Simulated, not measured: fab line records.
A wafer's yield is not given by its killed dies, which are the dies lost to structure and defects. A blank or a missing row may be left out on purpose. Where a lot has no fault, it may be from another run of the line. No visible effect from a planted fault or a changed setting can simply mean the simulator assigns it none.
8D (eight disciplines) problem report, filled in by code ; flow gf180mcu ; the parts of the form that need people (team, actions taken, sign-off) are left out

== 1. WHAT WENT WRONG ==
Wafers without a fault read 0.4001 Pa, standard deviation 0.00084; chamber_pressure_pa at GF_MIM_SPUTTER_02 reads a mean of 0.4994 Pa on 6 wafers belonging to 2 lots. That is +99 or more standard deviations from the usual mean.
The step: material AlCu, target thk 450 nm, time 23.9 s.
Seen first at day 28 07:20 on pvd_sputter-03, wafer L686.2. At this step, 33 wafers from 11 lots have a number in the record. The rule behind "out" and "out of limits": a value lying over 4 standard deviations away from the usual mean. Any other wafer with a number is counted as sound.

== 2. WHAT IT IS AND WHAT IT IS NOT ==
question;is;is not
which readings at this step;chamber_pressure_pa;-
which lots;L686, L687;L674, L677, L679, L680, L681, L693, L694, L696, L697
which wafers of those lots;all that have a number;-
read on which tools;pvd_sputter-03;pvd_sputter-02, pvd_sputter-04
when;from day 28 07:20;"up to then (15 sound wafers); but 12 sound wafers of L693, L694, L696, L697 came after"

== 3. SUSPECTS, AND WHAT RULES EACH OUT ==
Counting: any tool at a process step up to the reading is kept as a suspect provided that every lot that is out went through it and no sound lot did after the first of them.
- pvd_sputter-03 at GF_MIM_SPUTTER_02 (material AlCu, target thk 450 nm, time 23.9 s): ruled out as a lasting fault. The sound lots L697 went through it after L686, its earliest lot that is out (day 28 07:20).
Left after counting: nothing in the record.

== 4. THE CAUSE (what the simulator had put in) ==
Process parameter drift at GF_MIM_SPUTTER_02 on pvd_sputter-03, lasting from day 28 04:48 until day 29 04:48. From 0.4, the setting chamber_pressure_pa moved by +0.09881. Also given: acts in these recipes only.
Counting ruled it out, wrongly.

== 5. THE EFFECT CHAIN, in route order ==
Each row: a reading where the mean over the struck wafers with a number is more than 3 standard deviations away from the usual. Only readings for which the record gives a usual standard deviation are gone through. hours: the time from each lot's start at the first step in this table that gives one to its start at this step, as a median over the lots. sigmas: the change in usual standard deviations.
hours;step;reading;usual;on struck wafers;change;sigmas
0;GF_MIM_SPUTTER_02;chamber_pressure_pa;0.4001 Pa;0.4994;+0.0993;+99 or more
38;GF_M5_METAL_ETCH_10;oes_product_au;0.971 a.u.;0.951;-0.020;-3.2
Its process steps:
- GF_MIM_SPUTTER_02: material AlCu, target thk 450 nm, time 23.9 s.
- GF_M5_METAL_ETCH_10: etches the open film in Cl2/BCl3, stops on SiO2, target depth 627.5 nm, time 104.6 s.

== 6. HOW IT WOULD HAVE BEEN CAUGHT EARLIER ==
First out-of-limits reading in this record: day 28 07:20, which is 3 hours after fault onset at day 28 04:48.
